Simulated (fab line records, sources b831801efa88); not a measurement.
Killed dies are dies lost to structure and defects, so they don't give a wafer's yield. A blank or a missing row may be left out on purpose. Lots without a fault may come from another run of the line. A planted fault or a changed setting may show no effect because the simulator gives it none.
fab line records | flow sky130
record lots=5 wafers=15 last_day=50
route steps=708 shown SONOS_TUNNEL@160 SONOS_ONO@168 GATE_OXIDE@187 PAD_OPEN@708
lots that met no fault: from a run of the same line without faults
start_h: hours from the record's first day to the start of the lot's first wafer shown | wait_h: hours since the lot's step before | " the same as in the row above | L1.1+2: a row that stands for several wafers | - no value, or no start given | * or withheld: withheld | < > ~ a bound
route shown NAME@n: a module of which the file shows steps, and the number in the route of the first | usual: mean/standard deviation of fault-free wafers | same: alike in all rows | chamber/n: place in a boat | sites: the reading at each site | _std_site: their standard deviation | _edge_site: outer sites' mean less inner sites' | radius_mm: how far each site lies from the wafer's centre | mask NAME#n: copy n | behind: the tool/chamber that last shaped the wafer | hold: why the lot was held/for how many hours/how that ended | device: the transistor (n, p or np) that didn't switch | end of line: the same wafers' tests at the end of the route | a step without rows: its recipe alone | killed: dies lost to structure and defects at the first sort, not the wafer's yield | map: a wafer's dies, x killed, . not, _ none there
set.NAME: the setting as run; set.NAME@STEP: as run at that earlier step | model.NAME: the simulator's own value behind a step, which no gauge read
lots at some steps of the route; a table a step, a row a wafer
services: from which hour (start_h, from the record's first day; less than 0 if before it) a tool's chamber was out of use, for how many hours, and why
## steps
# step SKY_SONOS_TUNNEL_DEVELOP_06
# recipe resist=NOVOLAK developer=TMAH develop_time_s=60 dev_temp_c=23
# step SKY_SONOS_TUNNEL_CD_MEAS_07
# recipe target_cd_nm=410
# usual cd_nm=410.0/2.4
# columns lot.wafer tool chamber start_h wait_h cd_nm
L124.2 cd_sem-02 - 306.14 0.1 410.6
L124.4 " - " " 411.9
L124.5 " - " " 411.8
L125.2 cd_sem-02 - 313.43 0.1 409.0
L125.3 " - " " 410.4
L125.6 " - " " 408.4
L128.2 cd_sem-01 - 336.24 0.1 410.2
L128.5 " - " " 411.2
L128.6 " - " " 410.6
L131.1 cd_sem-01 - 361.89 0.1 403.8
L131.3 " - " " 405.4
L131.6 " - " " 405.3
L140.1 cd_sem-01 - 436.49 0.1 409.4
L140.3 " - " " 409.1
L140.5 " - " " 409.4
# step SKY_SONOS_TUNNEL_OVL_MEAS_08
# usual SONOS_TUNNEL_OVL=0.2/1.5
# columns lot.wafer tool chamber start_h wait_h SONOS_TUNNEL_OVL[nm]
L124.2 overlay-02 - 306.25 0.1 -0.6
L124.4 " - " " 1.0
L124.5 " - " " 0.7
L125.2 overlay-01 - 313.53 0.1 -0.6
L125.3 " - " " -0.1
L125.6 " - " " -0.8
L128.2 overlay-02 - 336.35 0.1 -2.8
L128.5 " - " " -1.2
L128.6 " - " " -1.8
L131.1 overlay-01 - 362.01 0.1 -1.1
L131.3 " - " " -0.6
L131.6 " - " " 0.5
L140.1 overlay-02 - 436.61 0.1 1.7
L140.3 " - " " 1.5
L140.5 " - " " -0.9
# step SKY_SONOS_TUNNEL_IMPLANT_09
# recipe species=B energy_kev=20 dose_cm2=1e+12 tilt_deg=withheld
# step SKY_SONOS_TUNNEL_WET_ETCH_10
# recipe chemistry=dHF target_depth_nm=14 target=SiO2 dilution=100:1 temp_c=25 time_s=280
# step SKY_SONOS_TUNNEL_STRIP_11
# recipe chemistry=SPM time_s=600 temp_c=130
# step SKY_SONOS_TUNNEL_TW_MEAS_12
# usual SONOS_TUNNEL_TW=196.2/2.4
# columns lot.wafer tool chamber start_h wait_h SONOS_TUNNEL_TW
L124.2 film_metro-03 - 306.73 0.0 194.1
L124.4 " - " " 195.8
L124.5 " - " " 194.5
L125.2 film_metro-04 - 314.01 0.0 199.2
L125.3 " - " " 201.8
L125.6 " - " " 200.0
L128.2 film_metro-03 - 336.90 0.0 195.7
L128.5 " - " " 194.5
L128.6 " - " " 194.0
L131.1 film_metro-04 - 362.46 0.0 199.9
L131.3 " - " " 198.8
L131.6 " - " " 200.6
L140.1 film_metro-01 - 437.05 0.0 196.4
L140.3 " - " " 196.9
L140.5 " - " " 196.7
# step SKY_SONOS_TUNNEL_CLEAN_13
# recipe chemistry=dHF time_s=20 dilution=100:1 dry=ipa_marangoni
# step SKY_SONOS_ONO_OXIDATION_00
# recipe temp_c=800 ambient=O2 idle_temp_c=700 ramp_up_c_per_min=10 ramp_down_c_per_min=3 stabilise_s=600 purge_s=300 target_thk_a=26 ox_time_s=1249
# step SKY_SONOS_ONO_THK_MEAS_01
# recipe reads=SiO2_of_SONOS_ONO_OXIDATION_00
# usual SONOS_ONO_OXIDATION_THK=2.63/0.056
# columns lot.wafer tool chamber start_h wait_h SONOS_ONO_OXIDATION_THK[nm]
L124.2 film_metro-03 - 309.95 0.0 2.61
L124.4 " - " " 2.72
L124.5 " - " " 2.70
L125.2 film_metro-02 - 315.70 0.0 2.74
L125.3 " - " " 2.73
L125.6 " - " " 2.75
L128.2 film_metro-01 - 339.09 0.0 2.75
L128.5 " - " " 2.65
L128.6 " - " " 2.66
L131.1 film_metro-01 - 365.21 0.0 2.63
L131.3 " - " " 2.55
L131.6 " - " " 2.60
L140.1 film_metro-03 - 438.47 0.0 2.60
L140.3 " - " " 2.65
L140.5 " - " " 2.59
# step SKY_SONOS_ONO_CVD_02
# recipe material=Si3N4 precursor=DCS/NH3 target_thk_nm=10.5 temp_c=770 time_s=183.2 pressure_mtorr=250
# step SKY_SONOS_ONO_THK_MEAS_03
# recipe reads=Si3N4_of_SONOS_ONO_CVD_02
# usual SONOS_ONO_CVD_02_THK=10.72/0.14
# columns lot.wafer tool chamber start_h wait_h SONOS_ONO_CVD_02_THK[nm]
L124.2 film_metro-03 - 312.86 0.0 10.83
L124.4 " - " " 10.72
L124.5 " - " " 10.85
L125.2 film_metro-01 - 317.34 0.0 10.62
L125.3 " - " " 10.70
L125.6 " - " " 10.69
L128.2 film_metro-03 - 341.21 0.0 10.86
L128.5 " - " " 10.77
L128.6 " - " " 10.64
L131.1 film_metro-01 - 368.22 0.0 10.88
L131.3 " - " " 10.84
L131.6 " - " " 10.82
L140.1 film_metro-03 - 440.08 0.0 10.83
L140.3 " - " " 10.74
L140.5 " - " " 10.58
# step SKY_SONOS_ONO_CVD_04
# recipe material=SiO2 precursor=SiH4/N2O target_thk_nm=5.7199 temp_c=900 pressure_mtorr=400
# usual pressure_mtorr=400.1/0.77 spike_tc_lower_C=900.1/1.1 susceptor_temp_C=900.0/0.35 zone_power_top_pct=34/3.1
# columns lot.wafer tool chamber start_h wait_h pressure_mtorr spike_tc_lower_C susceptor_temp_C zone_power_top_pct model.SiO2_of_SONOS_ONO_CVD_04.thk_nm
L124.2 lpcvd-03 0 312.91 0.0 400.7 900.5 899.5 37 5.649
L124.4 " 0 " " 400.3 901.3 900.6 37 5.745
L124.5 " 0 " " 399.5 901.2 900.0 37 5.639
L125.2 lpcvd-03 0 317.39 0.0 400.5 899.4 900.2 38 5.867
L125.3 " 0 " " 399.4 901.5 899.2 37 5.843
L125.6 " 0 " " 401.4 900.7 899.7 37 5.863
L128.2 lpcvd-03 1 341.26 0.0 479.0 898.7 900.5 30 6.12
L128.5 " 1 " " 478.3 897.7 899.8 30 6.137
L128.6 " 1 " " 480.1 900.2 899.6 31 6.229
L131.1 lpcvd-03 0 368.28 0.1 400.1 899.3 899.4 37 5.915
L131.3 " 0 " " 400.3 902.6 899.9 36 5.8
L131.6 " 0 " " 399.7 901.6 899.6 38 5.721
L140.1 lpcvd-03 0 440.34 0.2 399.3 899.3 900.2 37 5.83
L140.3 " 0 " " 400.2 900.3 900.9 37 5.909
L140.5 " 0 " " 399.8 901.1 900.4 36 5.901
# step SKY_SONOS_ONO_THK_MEAS_05
# recipe reads=SiO2_of_SONOS_ONO_CVD_04
# usual SONOS_ONO_CVD_04_THK=5.75/0.098
# columns lot.wafer tool chamber start_h wait_h hold SONOS_ONO_CVD_04_THK[nm]
L124.2 film_metro-02 - 314.17 0.0 - 5.65
L124.4 " - " " - 5.70
L124.5 " - " " - 5.62
L125.2 film_metro-03 - 318.65 0.0 - 5.84
L125.3 " - " " - 5.83
L125.6 " - " " - 5.89
L128.2 film_metro-03 - 342.52 0.0 await_dispo/0.2h/release 6.10
L128.5 " - " " await_dispo/0.2h/release 6.13
L128.6 " - " " await_dispo/0.2h/release 6.21
L128.2 film_metro-03 - 342.75 0.2 - 6.13
L128.5 " - " " - 6.18
L128.6 " - " " - 6.22
L131.1 film_metro-01 - 369.53 0.0 - 5.93
L131.3 " - " " - 5.84
L131.6 " - " " - 5.72
L140.1 film_metro-03 - 441.59 0.0 - 5.81
L140.3 " - " " - 5.89
L140.5 " - " " - 5.87
# step SKY_SONOS_ONO_HMDS_07
# recipe prime_time_s=60 prime_temp_c=120
# step SKY_SONOS_ONO_COAT_08
# recipe resist=NOVOLAK spin_rpm=3000 resist_thk_nm=1140
# step SKY_SONOS_ONO_SOFTBAKE_09
# recipe temp_c=90 time_s=60 resist=NOVOLAK
# step SKY_SONOS_ONO_EXPOSE_10
# recipe mask_id=ONOM target_cd_nm=410 na=0.6 source_shape=conventional sigma_outer=0.6 dose_mj=150
# step SKY_SONOS_ONO_PEB_11
# recipe temp_c=withheld time_s=* resist=NOVOLAK
# step SKY_SONOS_ONO_DEVELOP_12
# recipe develop_time_s=60 dev_temp_c=23.92
# step SKY_SONOS_ONO_CD_MEAS_13
# recipe target_cd_nm=410
# usual cd_nm=410.3/2.4
# columns lot.wafer tool chamber start_h wait_h cd_nm
L124.2 cd_sem-01 - 340.11 0.1 412.4
L124.4 " - " " 412.6
L124.5 " - " " 411.4
L125.2 cd_sem-01 - 345.26 0.1 406.7
L125.3 " - " " 409.5
L125.6 " - " " 409.6
L128.2 cd_sem-01 - 369.64 0.1 411.2
L128.5 " - " " 411.9
L128.6 " - " " 414.4
L131.1 cd_sem-01 - 397.67 0.1 409.3
L131.3 " - " " 411.1
L131.6 " - " " 409.2
L140.1 cd_sem-02 - 472.87 0.1 409.1
L140.3 " - " " 412.1
L140.5 " - " " 409.9
# step SKY_SONOS_ONO_OVL_MEAS_14
# usual SONOS_ONO_OVL=0.6/1.3
# columns lot.wafer tool chamber start_h wait_h SONOS_ONO_OVL[nm]
L124.2 overlay-01 - 340.25 0.1 -0.3
L124.4 " - " " -0.8
L124.5 " - " " 1.0
L125.2 overlay-01 - 345.37 0.1 0.6
L125.3 " - " " -0.6
L125.6 " - " " 1.4
L128.2 overlay-01 - 369.75 0.1 1.7
L128.5 " - " " 1.3
L128.6 " - " " -0.1
L131.1 overlay-01 - 397.79 0.1 3.2
L131.3 " - " " 2.4
L131.6 " - " " 2.1
L140.1 overlay-01 - 472.99 0.1 2.5
L140.3 " - " " 1.5
L140.5 " - " " 2.5
# step SKY_SONOS_ONO_ETCH_15
# recipe target_depth_nm=19.52 chemistry=CHF3/O2 source_w=600 bias_w=200 pressure_mtorr=40 chf3_flow_sccm=50 O2_flow_sccm=5 time_s=7.8
# usual chamber_pressure_mTorr=40.00/0.037 drypump_motor_current_A=5.8/0.43 oes_product_au=0.997/0.0084 throttle_valve_pct=8.824/0.0087
# columns lot.wafer tool chamber start_h wait_h chamber_pressure_mTorr drypump_motor_current_A oes_product_au rf_hours_counter_h throttle_valve_pct
L124.2 rie_diel-04 0 340.28 0.0 39.99 6.6 0.994 2 8.833
L124.4 " 2 " " 40.05 5.4 0.984 4 8.801
L124.5 " 0 " " 40.01 6.6 0.998 - 8.831
L125.2 rie_diel-04 2 345.40 0.0 40.01 5.4 0.989 4 8.832
L125.3 " 1 " " 40.05 6.4 0.988 109 8.829
L125.6 " 2 " " 40.03 5.4 0.987 - 8.830
L128.2 rie_diel-03 0 369.78 0.0 39.98 6.1 1.000 78 8.818
L128.5 " 3 " " 39.95 5.6 1.007 - 8.821
L128.6 " 2 " " 39.98 5.5 1.003 - 8.837
L131.1 rie_diel-01 0 397.83 0.0 40.01 5.9 0.995 43 8.811
L131.3 " 1 " " 39.97 5.6 0.988 40 8.826
L131.6 " 0 " " 39.95 5.9 0.999 - 8.810
L140.1 rie_diel-03 0 473.03 0.0 40.04 6.0 0.999 80 8.826
L140.3 " 2 " " 39.90 5.5 0.992 6 8.825
L140.5 " 1 " " 39.91 5.1 1.005 - 8.828
# step SKY_SONOS_ONO_WET_ETCH_16
# recipe chemistry=dHF target_depth_nm=14 dry=n2_spin target=SiO2 dilution=100:1 temp_c=25 time_s=280
# step SKY_SONOS_ONO_STRIP_17
# recipe chemistry=O2/N2 power_w=1400 pressure_mtorr=1500 platen_temp_c=withheld o2_flow_sccm=3000 n2_flow_sccm=300 overash_fraction=0.5
# usual chamber_pressure_mTorr=1500.0/1.3 drypump_motor_current_A=5.8/0.39 oes_product_au=0.710/0.0045 strip_time_to_endpoint_s=14.12/0.038
# columns lot.wafer tool chamber start_h wait_h chamber_pressure_mTorr drypump_motor_current_A oes_product_au rf_hours_counter_h strip_time_to_endpoint_s
L124.2 plasma_asher-02 1 340.49 0.0 1498.8 6.1 0.700 23 14.13
L124.4 " 1 " " 1500.9 6.0 0.705 - 14.12
L124.5 " 0 " " 1500.9 5.7 0.704 - 14.16
L125.2 plasma_asher-02 1 345.51 0.0 1499.8 6.1 0.707 23 14.16
L125.3 " 0 " " 1501.4 5.8 0.713 - 14.16
L125.6 " 1 " " 1499.5 6.1 0.702 - 14.11
L128.2 plasma_asher-02 0 369.88 0.0 1498.5 5.8 0.713 25 14.12
L128.5 " 0 " " 1500.7 5.8 0.710 - 14.12
L128.6 " 1 " " 1501.5 6.0 0.714 - 14.11
L131.1 plasma_asher-02 1 397.93 0.0 1499.4 6.1 0.705 28 14.09
L131.3 " 0 " " 1499.9 5.8 0.708 - 14.13
L131.6 " 0 " " 1500.2 5.8 0.718 - 14.13
L140.1 plasma_asher-04 0 473.14 0.0 1498.3 5.9 0.712 4 14.11
L140.3 " 1 " " 1500.3 4.9 0.722 - 14.10
L140.5 " 0 " " 1500.3 5.9 0.700 - 14.13
# step SKY_SONOS_ONO_WET_ETCH_18
# recipe chemistry=H3PO4 target_depth_nm=15 target=Si3N4 temp_c=160 time_s=172
# step SKY_GATE_OXIDE_CLEAN_00
# recipe chemistry=SC1/SC2 mix=1:4:20 temp_c=70 time_s=150 dry=n2_spin
# step SKY_GATE_OXIDE_OXIDATION_01
# recipe temp_c=900 ambient=O2 stabilise_s=600 purge_s=300 target_thk_a=102.68 ox_time_s=1473
# step SKY_GATE_OXIDE_THK_MEAS_02
# recipe reads=SiO2_of_GATE_OXIDE_OXIDATION_01
# usual GATE_OXIDE_OXIDATION_00_THK=10.30/0.24
# columns lot.wafer tool chamber start_h wait_h GATE_OXIDE_OXIDATION_00_THK[nm]
L124.2 film_metro-03 - 342.69 0.0 10.12
L124.4 " - " " 10.17
L124.5 " - " " 10.29
L125.2 film_metro-04 - 347.68 0.0 9.83
L125.3 " - " " 9.82
L125.6 " - " " 9.95
L128.2 film_metro-04 - 371.77 0.0 10.28
L128.5 " - " " 10.21
L128.6 " - " " 10.24
L131.1 film_metro-04 - 401.80 0.0 10.15
L131.3 " - " " 10.09
L131.6 " - " " 9.92
L140.1 film_metro-04 - 474.84 0.0 10.23
L140.3 " - " " 10.28
L140.5 " - " " 10.30
# step SKY_GATE_OXIDE_DEHYDRATE_03
# recipe temp_c=200 time_s=60
# step SKY_GATE_OXIDE_HMDS_04
# recipe prime_time_s=60 prime_temp_c=120
# step SKY_GATE_OXIDE_COAT_05
# recipe resist=NOVOLAK spin_rpm=3000 resist_thk_nm=1140
# step SKY_GATE_OXIDE_SOFTBAKE_06
# recipe temp_c=90 time_s=60 resist=NOVOLAK
# step SKY_GATE_OXIDE_EXPOSE_07
# recipe mask_id=LVOM na=0.6 source_shape=conventional sigma_outer=0.6 polarization=unpolarized target_cd_nm=600 dose_mj=170
# step SKY_GATE_OXIDE_PEB_08
# recipe temp_c=withheld time_s=* resist=NOVOLAK
# step SKY_GATE_OXIDE_DEVELOP_09
# recipe resist=NOVOLAK developer=TMAH develop_time_s=60 dev_temp_c=23
# step SKY_GATE_OXIDE_OVL_MEAS_10
# usual GATE_OXIDE_OVL=-0.6/1.4
# columns lot.wafer tool chamber start_h wait_h GATE_OXIDE_OVL[nm]
L124.2 overlay-02 - 370.40 0.1 -0.6
L124.4 " - " " -1.4
L124.5 " - " " -1.9
L125.2 overlay-02 - 375.44 0.1 -0.2
L125.3 " - " " -3.6
L125.6 " - " " -1.9
L128.2 overlay-02 - 400.26 0.1 0.1
L128.5 " - " " 1.7
L128.6 " - " " 0.5
L131.1 overlay-02 - 431.49 0.1 -1.5
L131.3 " - " " 0.1
L131.6 " - " " -0.7
L140.1 overlay-01 - 504.95 0.1 -1.9
L140.3 " - " " 0.0
L140.5 " - " " 1.2
# step SKY_GATE_OXIDE_IMPLANT_11
# recipe species=B energy_kev=10 dose_cm2=2.6e+12 tilt_deg=withheld
# step SKY_GATE_OXIDE_WET_ETCH_12
# recipe chemistry=dHF target_depth_nm=16.8 dry=n2_spin target=SiO2 dilution=100:1 temp_c=25 time_s=336
# step SKY_GATE_OXIDE_STRIP_13
# recipe chemistry=O2/N2 power_w=1400 pressure_mtorr=1500 platen_temp_c=withheld o2_flow_sccm=3000 n2_flow_sccm=300 overash_fraction=0.5
# usual chamber_pressure_mTorr=1499.9/1.4 drypump_motor_current_A=5.9/0.3 oes_product_au=0.715/0.0045 strip_time_to_endpoint_s=14.19/0.032
# columns lot.wafer tool chamber start_h wait_h chamber_pressure_mTorr drypump_motor_current_A oes_product_au rf_hours_counter_h strip_time_to_endpoint_s
L124.2 plasma_asher-01 1 370.68 0.0 1500.8 5.6 0.715 54 14.19
L124.4 " 1 " " 1498.1 5.6 0.714 - 14.18
L124.5 " 0 " " 1500.4 6.2 0.715 - 14.19
L125.2 plasma_asher-02 0 375.72 0.0 1501.6 5.8 0.709 26 14.23
L125.3 " 0 " " 1500.2 5.8 0.712 - 14.21
L125.6 " 0 " " 1499.5 5.8 0.708 - 14.21
L128.2 plasma_asher-02 1 400.54 0.0 1499.9 6.1 0.717 28 14.27
L128.5 " 1 " " 1500.9 6.0 0.716 - 14.29
L128.6 " 0 " " 1500.6 5.8 0.708 - 14.24
L131.1 plasma_asher-03 1 431.78 0.0 1500.1 6.4 0.716 74 14.21
L131.3 " 0 " " 1499.6 5.6 0.714 - 14.24
L131.6 " 1 " " 1501.1 6.3 0.714 - 14.20
L140.1 plasma_asher-02 1 505.24 0.0 1498.7 6.1 0.718 39 14.20
L140.3 " 1 " " 1500.6 6.1 0.716 - 14.18
L140.5 " 0 " " 1501.4 5.7 0.718 - 14.16
# step SKY_GATE_OXIDE_TW_MEAS_14
# usual GATE_OXIDE_TW=225.1/1.8
# columns lot.wafer tool chamber start_h wait_h GATE_OXIDE_TW
L124.2 film_metro-02 - 370.79 0.1 225.6
L124.4 " - " " 225.0
L124.5 " - " " 224.9
L125.2 film_metro-04 - 375.83 0.1 227.1
L125.3 " - " " 227.6
L125.6 " - " " 227.6
L128.2 film_metro-04 - 400.65 0.1 226.7
L128.5 " - " " 227.5
L128.6 " - " " 226.2
L131.1 film_metro-04 - 431.88 0.1 226.4
L131.3 " - " " 226.2
L131.6 " - " " 226.0
L140.1 film_metro-03 - 505.34 0.1 222.8
L140.3 " - " " 223.0
L140.5 " - " " 224.4
# step SKY_GATE_OXIDE_CLEAN_15
# recipe chemistry=SC1/SC2 mix=1:4:20 temp_c=70 time_s=150 dry=n2_spin
# usual bath_guard_temp_C=70.2/0.42
# columns lot.wafer tool chamber start_h wait_h bath_guard_temp_C model.SiO2_of_SONOS_ONO_CVD_04.thk_nm
L124.2 wet_bench-02 1 370.84 0.0 70.4 4.13
L124.4 " 1 " " 69.9 4.227
L124.5 " 1 " " 70.3 4.124
L125.2 wet_bench-01 3 375.88 0.0 70.1 4.36
L125.3 " 3 " " 70.1 4.338
L125.6 " 3 " " 69.7 4.358
L128.2 wet_bench-03 0 400.70 0.0 69.9 4.619
L128.5 " 0 " " 70.0 4.633
L128.6 " 0 " " 70.1 4.719
L131.1 wet_bench-02 1 431.94 0.1 70.2 4.416
L131.3 " 1 " " 70.0 4.298
L131.6 " 1 " " 70.3 4.217
L140.1 wet_bench-01 3 505.40 0.1 69.8 4.317
L140.3 " 3 " " 70.1 4.397
L140.5 " 3 " " 70.1 4.388
# step SKY_PAD_OPEN_PROBE_99
# usual killed_at_M0_to_M3=45/7.9 killed_at_M4_up=2.9/1.8 killed_at_contacts=25/5.5 killed_at_front_end=16/4.4 killed_at_other=0.3/0.58 killed_dies=89/9.4 killed_open=49/6.8 killed_short=40/6.3
# same gross_dies=492 killed_at_back_side=0
# columns lot.wafer tool chamber start_h wait_h killed_at_M0_to_M3 killed_at_M4_up killed_at_contacts killed_at_front_end killed_at_other killed_dies killed_open killed_short model.etest.sonos_erased.drive_ua_um model.etest.sonos_uncharged.r_on_ohm_um model.etest.cap_ono.gate_log10_a_cm2 model.etest.cap_ono.gate_bv_v model.etest.cap_ono.tox_acc_nm model.etest.sonos_programmed.vt_v model.etest.sonos_erased.vt_v model.etest.sonos_baked.vt_v
L124.2 prober-02 - 1123.20 0.1 60 4 22 14 0 100 54 46 179.6 799.8 -8.07 16.69 13.01 1.402 -2.235 0.9352
L124.4 prober-02 - 1123.30 0.2 44 5 25 19 1 94 51 43 157.3 804.7 -8.254 16.85 13.11 1.414 -2.156 0.9024
L124.5 prober-02 - 1123.35 0.2 43 3 25 16 0 87 47 40 211.7 800.2 -8.151 16.85 13.07 1.399 -2.268 0.9168
L125.2 prober-02 - 1125.18 0.1 33 2 38 21 0 94 52 42 163.7 816.2 -8.378 16.44 13.24 1.319 -2.088 0.8587
L125.3 prober-02 - 1125.23 0.2 45 5 40 15 0 105 58 46 157.3 804.4 -8.453 16.5 13.27 1.269 -2.07 0.8702
L125.6 prober-02 - 1125.38 0.2 40 3 35 11 0 89 43 44 157.2 810 -8.505 17.3 13.27 1.277 -2.073 0.9033
L128.2 prober-02 - 1137.81 0.1 28 3 27 13 1 72 39 33 159.8 828.4 -8.811 17.15 13.56 1.123 -1.935 0.7582
L128.5 prober-02 - 1137.96 0.2 52 4 21 7 0 84 46 38 139.7 839.2 -8.73 16.66 13.57 1.164 -1.951 0.7223
L128.6 prober-02 - 1138.01 0.2 33 4 18 21 2 78 41 37 131.8 839.5 -8.768 17.16 13.5 1.128 -1.922 0.7311
L131.1 prober-02 - 1156.26 0.1 43 5 29 10 0 87 51 36 172.8 822.5 -8.482 16.85 13.29 1.221 -2.124 0.8133
L131.3 prober-02 - 1156.36 0.2 48 1 26 16 1 92 54 38 166 823.7 -8.277 17 13.16 1.333 -2.159 0.8285
L131.6 prober-02 - 1156.51 0.2 38 3 24 10 0 75 34 41 169 814.4 -8.168 16.44 13.1 1.354 -2.195 0.8566
L140.1 prober-01 - 1209.52 0.1 39 3 30 18 0 90 47 43 152.5 810.1 -8.304 16.8 13.14 1.361 -2.142 0.8352
L140.3 prober-01 - 1209.62 0.2 46 4 29 12 0 91 47 44 161.1 827.8 -8.395 16.33 13.19 1.272 -2.117 0.8607
L140.5 prober-01 - 1209.72 0.2 53 3 22 12 0 90 45 45 196.6 818.1 -8.3 16.57 13.14 1.331 -2.208 0.8811
# killed by level:class
L124.2 VIA1:geometric_particle:open=14 VIA2:geometric_particle:open=10 CONTACT:geometric_particle:open=9 METAL2:geometric_particle:short=9 VIA1:geometric_particle:short=8 CONTACT:geometric_particle:short=7 VIA3:geometric_particle:open=6 POLY_GATE:geometric_particle:open=5
L124.4 VIA1:geometric_particle:open=10 CONTACT:geometric_particle:open=8 VIA3:geometric_particle:open=8 LI_CONTACT:geometric_particle:open=6 VIA2:geometric_particle:open=6 VIA1:geometric_particle:short=5 FIELD_ISO:geometric_particle:short=4 LOCAL_INTERCONNECT:geometric_particle:short=4
L124.5 VIA1:geometric_particle:open=14 CONTACT:geometric_particle:open=11 CONTACT:geometric_particle:short=7 METAL2:geometric_particle:short=5 METAL1:geometric_particle:short=5 POLY_GATE:geometric_particle:short=4 LI_CONTACT:geometric_particle:open=4 POLY_GATE:geometric_particle:open=3
L125.2 CONTACT:geometric_particle:open=11 LI_CONTACT:geometric_particle:open=10 LOCAL_INTERCONNECT:geometric_particle:short=8 VIA1:geometric_particle:open=8 CONTACT:geometric_particle:short=6 VIA3:geometric_particle:open=6 FIELD_ISO:geometric_particle:short=5 METAL2:geometric_particle:short=5
L125.3 VIA1:geometric_particle:open=16 LI_CONTACT:geometric_particle:open=11 CONTACT:geometric_particle:short=10 CONTACT:geometric_particle:open=9 LOCAL_INTERCONNECT:geometric_particle:short=6 VIA3:geometric_particle:open=6 METAL2:geometric_particle:short=5 LI_CONTACT:geometric_particle:short=4
L125.6 CONTACT:geometric_particle:open=11 CONTACT:geometric_particle:short=10 LI_CONTACT:geometric_particle:open=9 METAL2:geometric_particle:short=9 VIA2:geometric_particle:open=6 VIA1:geometric_particle:open=5 VIA3:geometric_particle:open=5 FIELD_ISO:geometric_particle:short=4
L128.2 CONTACT:geometric_particle:open=11 LI_CONTACT:geometric_particle:open=8 VIA1:geometric_particle:open=6 METAL1:geometric_particle:short=5 VIA2:geometric_particle:open=4 VIA1:geometric_particle:short=4 POLY_CUT:geometric_particle:open=3 LI_CONTACT:geometric_particle:short=3
L128.5 LI_CONTACT:geometric_particle:open=12 VIA2:geometric_particle:open=10 VIA1:geometric_particle:open=8 METAL2:geometric_particle:short=8 VIA1:geometric_particle:short=7 METAL3:geometric_particle:short=5 VIA3:geometric_particle:open=5 LI_CONTACT:geometric_particle:short=3
L128.6 VIA1:geometric_particle:open=11 FIELD_ISO:geometric_particle:open=7 LI_CONTACT:geometric_particle:open=7 VIA1:geometric_particle:short=5 LOCAL_INTERCONNECT:geometric_particle:short=4 METAL2:geometric_particle:short=4 FIELD_ISO:geometric_particle:short=3 SONOS_ONO:geometric_particle:short=3
L131.1 CONTACT:geometric_particle:open=15 VIA1:geometric_particle:open=9 VIA3:geometric_particle:open=8 METAL2:geometric_particle:short=7 LI_CONTACT:geometric_particle:open=6 VIA2:geometric_particle:open=6 FIELD_ISO:geometric_particle:open=5 METAL4:geometric_particle:short=5
L131.3 CONTACT:geometric_particle:open=17 VIA1:geometric_particle:open=10 METAL1:geometric_particle:short=6 VIA3:geometric_particle:open=6 POLY_GATE:geometric_particle:short=5 VIA1:geometric_particle:short=5 VIA2:geometric_particle:open=5 METAL2:geometric_particle:short=4
L131.6 CONTACT:geometric_particle:open=11 METAL1:geometric_particle:short=7 VIA1:geometric_particle:open=7 POLY_GATE:geometric_particle:short=6 CONTACT:geometric_particle:short=6 LI_CONTACT:geometric_particle:open=5 METAL2:geometric_particle:short=5 VIA3:geometric_particle:open=4
L140.1 VIA1:geometric_particle:open=15 CONTACT:geometric_particle:open=8 POLY_GATE:geometric_particle:short=7 LI_CONTACT:geometric_particle:open=6 CONTACT:geometric_particle:short=6 LOCAL_INTERCONNECT:geometric_particle:short=5 METAL1:geometric_particle:short=5 LI_CONTACT:geometric_particle:short=4
L140.3 CONTACT:geometric_particle:open=9 VIA3:geometric_particle:open=8 LI_CONTACT:geometric_particle:open=7 METAL2:geometric_particle:short=7 FIELD_ISO:geometric_particle:short=6 VIA1:geometric_particle:open=5 LOCAL_INTERCONNECT:geometric_particle:open=4 LOCAL_INTERCONNECT:geometric_particle:short=4
L140.5 VIA1:geometric_particle:open=10 VIA2:geometric_particle:short=7 VIA2:geometric_particle:open=7 LOCAL_INTERCONNECT:geometric_particle:short=6 METAL3:geometric_particle:short=6 LI_CONTACT:geometric_particle:open=5 CONTACT:geometric_particle:open=5 VIA1:geometric_particle:short=5
## services
# columns tool chamber start_h hours kind
plasma_asher-03 - 296.54 0.3 repair
rie_diel-04 1 308.72 9.2 repair
rie_diel-03 - 326.05 0.8 repair
plasma_asher-04 - 331.91 1.4 repair
plasma_asher-04 - 336.84 2.8 pm
rie_diel-04 0 341.55 7.4 repair
rie_diel-01 2 345.59 26.9 repair
wet_bench-03 - 367.88 10.8 repair
rie_diel-01 0 376.72 9.9 repair
rie_diel-03 - 379.79 2.8 pm
rie_diel-04 3 388.14 - clean
rie_diel-04 3 388.14 24.2 scheduled_down
rie_diel-04 3 388.14 24.2 vent_cycle
rie_diel-04 1 392.87 3.8 repair
rie_diel-03 3 398.28 12.8 repair
plasma_asher-04 - 405.52 1.9 repair
rie_diel-04 1 412.30 - clean
plasma_asher-04 - 421.25 9.0 pm
rie_diel-01 0 477.66 2.9 repair
plasma_asher-03 - 492.14 4.3 pm
lpcvd-03 - 492.68 2.8 pm
wet_bench-03 - 494.84 3.1 repair
plasma_asher-03 - 497.83 2.8 pm
lpcvd-03 - 504.80 0.8 repair
## key
first_sign step=SKY_SONOS_ONO_CVD_04 reading=pressure_mtorr direction=up sigmas=99+ usual=400.1 struck=479.1
effect step=SKY_SONOS_ONO_THK_MEAS_05 reading=visit direction=added
model_effect step=SKY_SONOS_ONO_CVD_04 value=SiO2_of_SONOS_ONO_CVD_04.thk_nm without=5.616 struck=6.162
model_effect step=SKY_GATE_OXIDE_CLEAN_15 value=SiO2_of_SONOS_ONO_CVD_04.thk_nm without=4.111 struck=4.657
model_effect step=SKY_PAD_OPEN_PROBE_99 value=etest.sonos_erased.drive_ua_um without=173.7 struck=143.8
met_at SKY_SONOS_ONO_CVD_04
struck_wafers L128.2,L128.5,L128.6
tester_left_out L128
fault kind=process_parameter_drift tool=lpcvd-03 chamber=1 onset_h=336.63 steps=SKY_SONOS_ONO_CVD_04 channel=pressure_mtorr offset=80 shape=step end_h=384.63 stated=400
# tester_left_out: of these lots the tester's yield and bins aren't shown, on N5 and GAA mostly nor the transistor test; their killed dies are dies lost to structure and defects alone, not to doping, threshold or leakage, so they don't give the yield
